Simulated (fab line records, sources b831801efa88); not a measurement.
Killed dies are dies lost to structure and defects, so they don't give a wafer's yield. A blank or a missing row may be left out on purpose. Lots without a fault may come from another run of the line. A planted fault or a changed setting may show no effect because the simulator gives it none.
fab line records | flow gf180mcu
record lots=5 wafers=15 last_day=34
route steps=602 shown NWELL@46 LVPWELL@54 PASSIVATION@602
lots that met no fault: from a run of the same line without faults
start_h: hours from the record's first day to the start of the lot's first wafer shown | wait_h: hours since the lot's step before | " the same as in the row above | L1.1+2: a row that stands for several wafers | - no value, or no start given | * or withheld: withheld | < > ~ a bound
route shown NAME@n: a module of which the file shows steps, and the number in the route of the first | usual: mean/standard deviation of fault-free wafers | same: alike in all rows | chamber/n: place in a boat | sites: the reading at each site | _std_site: their standard deviation | _edge_site: outer sites' mean less inner sites' | radius_mm: how far each site lies from the wafer's centre | mask NAME#n: copy n | behind: the tool/chamber that last shaped the wafer | hold: why the lot was held/for how many hours/how that ended | device: the transistor (n, p or np) that didn't switch | end of line: the same wafers' tests at the end of the route | a step without rows: its recipe alone | killed: dies lost to structure and defects at the first sort, not the wafer's yield | map: a wafer's dies, x killed, . not, _ none there
set.NAME: the setting as run; set.NAME@STEP: as run at that earlier step | model.NAME: the simulator's own value behind a step, which no gauge read
lots at some steps of the route; a table a step, a row a wafer
services: from which hour (start_h, from the record's first day; less than 0 if before it) a tool's chamber was out of use, for how many hours, and why
## steps
# step GF_NWELL_EXPOSE_04
# recipe mask_id=Nwell target_cd_nm=860 na=0.6 source_shape=conventional sigma_outer=0.6 dose_mj=260
# step GF_NWELL_PEB_05
# recipe temp_c=115 time_s=withheld
# step GF_NWELL_DEVELOP_06
# recipe wall_angle_deg=90 develop_time_s=60 dev_temp_c=23
# step GF_NWELL_OVL_MEAS_07
# usual NWELL_OVL=-1.1/1
# columns lot.wafer tool chamber start_h wait_h NWELL_OVL[nm]
L273.1 overlay-02 - 112.14 - 0.0
L273.4 " - " " -0.7
L273.6 " - " " -0.9
L274.1 overlay-01 - 116.00 - -3.2
L274.2 " - " " -2.0
L274.3 " - " " -2.6
L281.2 overlay-01 - 152.85 - 0.5
L281.4 " - " " 0.5
L281.6 " - " " 0.3
L285.2 overlay-01 - 177.84 - -0.8
L285.4 " - " " -1.4
L285.5 " - " " -0.7
L286.3 overlay-01 - 184.56 - -2.1
L286.4 " - " " -0.8
L286.5 " - " " -2.4
# step GF_NWELL_IMPLANT_08
# recipe species=P energy_kev=450 dose_cm2=1.5e+13 tilt_deg=0
# step GF_NWELL_IMPLANT_09
# recipe species=P energy_kev=160 dose_cm2=4e+12 tilt_deg=0
# step GF_NWELL_STRIP_10
# recipe chemistry=O2/N2 power_w=1400 pressure_mtorr=1500 platen_temp_c=250 o2_flow_sccm=3000 n2_flow_sccm=300 overash_fraction=0.5
# usual drypump_motor_current_A=5.9/0.46 heater_power_w=323/59 oes_product_au=0.723/0.0046 strip_time_to_endpoint_s=36.95/0.085
# columns lot.wafer tool chamber start_h wait_h drypump_motor_current_A heater_power_w oes_product_au rf_hours_counter_h strip_time_to_endpoint_s
L273.1 plasma_asher-03 0 112.47 0.1 6.2 250 0.727 45 37.03
L273.4 " 0 " " 6.3 242 0.724 - 37.03
L273.6 " 1 " " 6.5 367 0.725 - 37.02
L274.1 plasma_asher-02 1 116.33 0.1 5.9 271 0.729 48 36.85
L274.2 " 0 " " 5.3 418 0.723 48 36.84
L274.3 " 1 " " 5.9 275 0.722 - 36.78
L281.2 plasma_asher-04 0 153.18 0.1 6.3 298 0.727 36 36.93
L281.4 " 1 " " 5.3 327 0.726 - 37.04
L281.6 " 1 " " 5.3 317 0.723 - 36.88
L285.2 plasma_asher-04 0 178.17 0.1 6.3 300 0.720 38 36.97
L285.4 " 1 " " 5.3 327 0.724 - 37.00
L285.5 " 0 " " 6.3 303 0.727 - 37.03
L286.3 plasma_asher-04 1 184.91 0.1 5.3 322 0.719 - 37.13
L286.4 " 0 " " 6.3 291 0.717 - 37.16
L286.5 " 0 " " 6.3 299 0.718 - 37.06
# step GF_NWELL_TW_MEAS_11
# usual NWELL_TW=1568/23
# columns lot.wafer tool chamber start_h wait_h NWELL_TW
L273.1 film_metro-01 - 112.57 0.1 1584
L273.4 " - " " 1597
L273.6 " - " " 1591
L274.1 film_metro-02 - 116.43 0.1 1545
L274.2 " - " " 1536
L274.3 " - " " 1537
L281.2 film_metro-01 - 153.29 0.1 1580
L281.4 " - " " 1579
L281.6 " - " " 1590
L285.2 film_metro-03 - 178.28 0.1 1546
L285.4 " - " " 1540
L285.5 " - " " 1547
L286.3 film_metro-01 - 185.00 0.1 1580
L286.4 " - " " 1582
L286.5 " - " " 1580
# step GF_LVPWELL_DEHYDRATE_00
# recipe temp_c=200 time_s=60
# step GF_LVPWELL_HMDS_01
# recipe prime_time_s=60 prime_temp_c=120
# step GF_LVPWELL_COAT_02
# recipe spin_rpm=2000 resist_thk_nm=3000
# step GF_LVPWELL_SOFTBAKE_03
# recipe temp_c=110 time_s=withheld
# step GF_LVPWELL_EXPOSE_04
# recipe mask_id=LVPWELL target_cd_nm=600 na=0.6 source_shape=conventional sigma_outer=0.6 dose_mj=260
# usual exposure_dose_mJ_cm2=260.00/0.26
# columns lot.wafer tool chamber start_h wait_h mask exposure_dose_mJ_cm2
L273.1 iline_stepper-02 0 119.81 - LVPWELL#0 260.04
L273.4 " 0 " " LVPWELL#0 259.92
L273.6 " 0 " " LVPWELL#0 259.98
L274.1 iline_stepper-01 0 124.07 - LVPWELL_R1#0 260.10
L274.2 " 0 " " LVPWELL_R1#0 260.06
L274.3 " 0 " " LVPWELL_R1#0 260.09
L281.2 iline_stepper-01 0 161.55 - LVPWELL#0 260.07
L281.4 " 0 " " LVPWELL#0 260.39
L281.6 " 0 " " LVPWELL#0 260.33
L285.2 iline_stepper-01 0 185.81 - LVPWELL#0 259.58
L285.4 " 0 " " LVPWELL#0 259.78
L285.5 " 0 " " LVPWELL#0 259.81
L286.3 iline_stepper-02 0 193.26 - LVPWELL#0 260.14
L286.4 " 0 " " LVPWELL#0 260.39
L286.5 " 0 " " LVPWELL#0 260.39
# step GF_LVPWELL_PEB_05
# recipe temp_c=115 time_s=withheld
# step GF_PASSIVATION_PROBE_99
# columns lot.wafer tool chamber start_h wait_h model.etest.pwell_in_dnwell.line_ohm_um model.etest.pwell_in_dnwell.width_nm model.etest.nwell.width_nm
L273.1 prober-02 - 743.35 0.1 3982 601.1 858.5
L273.4 prober-02 - 743.50 0.2 3898 602.9 858.7
L273.6 prober-02 - 743.60 0.2 3813 602 861
L274.1 prober-01 - 749.54 0.1 4073 563.6 888.5
L274.2 prober-01 - 749.59 0.1 4200 564.8 890.7
L274.3 prober-01 - 749.64 0.2 4048 565.4 886.9
L281.2 prober-02 - 792.24 0.1 4184 601.6 861.1
L281.4 prober-02 - 792.34 0.2 4156 598.7 864.6
L281.6 prober-02 - 792.44 0.2 4185 596.3 861
L285.2 prober-02 - 810.89 0.1 4152 600.4 861.5
L285.4 prober-02 - 810.99 0.2 4173 598.8 865.7
L285.5 prober-02 - 811.04 0.2 4129 601.2 859.8
L286.3 prober-01 - 818.16 0.2 4018 595.5 863.5
L286.4 prober-01 - 818.21 0.2 3959 595.2 859.6
L286.5 prober-01 - 818.26 0.2 4036 591.6 855.8
# killed by level:class
L273.1 V5:geometric_particle:open=6 CONTACT:geometric_particle:open=5 M3:geometric_particle:short=4 V3:geometric_particle:open=3 V4:geometric_particle:open=3 V5:geometric_particle:short=3 STI:geometric_particle:short=2 STI:geometric_particle:open=2
L273.4 V2:geometric_particle:open=7 V5:geometric_particle:open=6 STI:geometric_particle:short=5 CONTACT:geometric_particle:open=5 V4:geometric_particle:open=4 M1:geometric_particle:short=3 V3:geometric_particle:open=3 STI:geometric_particle:open=2
L273.6 V2:geometric_particle:open=9 CONTACT:geometric_particle:open=7 V3:geometric_particle:open=5 M5:geometric_particle:short=4 M4:geometric_particle:open=3 V5:geometric_particle:open=3 STI:geometric_particle:open=2 POLY_GATE:geometric_particle:open=2
L281.2 V4:geometric_particle:open=11 CONTACT:geometric_particle:open=9 STI:geometric_particle:short=6 V1:geometric_particle:open=5 V1:geometric_particle:short=3 V2:geometric_particle:short=3 V4:geometric_particle:short=3 STI:geometric_particle:open=2
L281.4 STI:geometric_particle:short=5 V2:geometric_particle:open=4 V3:geometric_particle:open=4 M3:geometric_particle:short=3 V5:geometric_particle:open=3 STI:geometric_particle:open=2 CONTACT:geometric_particle:short=2 V1:geometric_particle:short=2
L281.6 V1:geometric_particle:open=6 STI:geometric_particle:short=4 M1:geometric_particle:short=4 V2:geometric_particle:open=4 STI:geometric_particle:open=3 CONTACT:geometric_particle:open=3 V5:geometric_particle:open=3 CONTACT:geometric_particle:short=2
L285.2 CONTACT:geometric_particle:open=6 V4:geometric_particle:open=6 STI:geometric_particle:short=5 V1:geometric_particle:open=5 V5:geometric_particle:short=5 V5:geometric_particle:open=4 M1:geometric_particle:short=4 V2:geometric_particle:open=4
L285.4 CONTACT:geometric_particle:open=6 V3:geometric_particle:open=6 V1:geometric_particle:open=5 V5:geometric_particle:short=5 V3:geometric_particle:short=4 M4:geometric_particle:short=4 V5:geometric_particle:open=4 V2:geometric_particle:open=3
L285.5 CONTACT:geometric_particle:short=4 CONTACT:geometric_particle:open=4 STI:geometric_particle:short=3 V2:geometric_particle:open=3 V4:geometric_particle:open=3 V5:geometric_particle:open=3 SALICIDE:geometric_particle:short=2 M1:geometric_particle:short=2
L286.3 V3:geometric_particle:open=6 V1:geometric_particle:open=5 V5:geometric_particle:open=5 CONTACT:geometric_particle:open=4 V4:geometric_particle:short=4 M1:geometric_particle:short=3 V2:geometric_particle:open=2 V4:geometric_particle:open=2
L286.4 V1:geometric_particle:open=8 V5:geometric_particle:open=6 V3:geometric_particle:open=5 CONTACT:geometric_particle:open=4 M2:geometric_particle:short=4 V4:geometric_particle:open=3 STI:geometric_particle:open=2 M1:geometric_particle:short=2
L286.5 V5:geometric_particle:open=7 STI:geometric_particle:short=5 V1:geometric_particle:open=5 V2:geometric_particle:open=3 STI:geometric_particle:open=2 M1:geometric_particle:short=2 V1:geometric_particle:short=2 V2:geometric_particle:short=2
## services
# columns tool chamber start_h hours kind
plasma_asher-02 - 142.36 2.8 pm
plasma_asher-03 - 145.90 2.8 pm
## key
first_sign step=GF_LVPWELL_EXPOSE_04 reading=mask direction=changed
effect none on later readings
model_effect step=GF_PASSIVATION_PROBE_99 value=etest.pwell_in_dnwell.line_ohm_um without=3846 struck=4107
met_at GF_LVPWELL_EXPOSE_04
struck_wafers L274.1,L274.2,L274.3
sort_left_out L274.1,L274.2,L274.3
tester_left_out L274
fault kind=wrong_mask tool=any chamber=- onset_h=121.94 steps=GF_LVPWELL_EXPOSE_04 aux_copy=LVPWELL_R1#0 cd_offset_nm=-72 scope=struck_lots_only
# tester_left_out: of these lots the tester's yield and bins aren't shown, on N5 and GAA mostly nor the transistor test; their killed dies are dies lost to structure and defects alone, not to doping, threshold or leakage, so they don't give the yield
# sort_left_out: the simulated sort isn't trusted on such a fault, so these wafers' sort isn't shown, and their yield isn't known
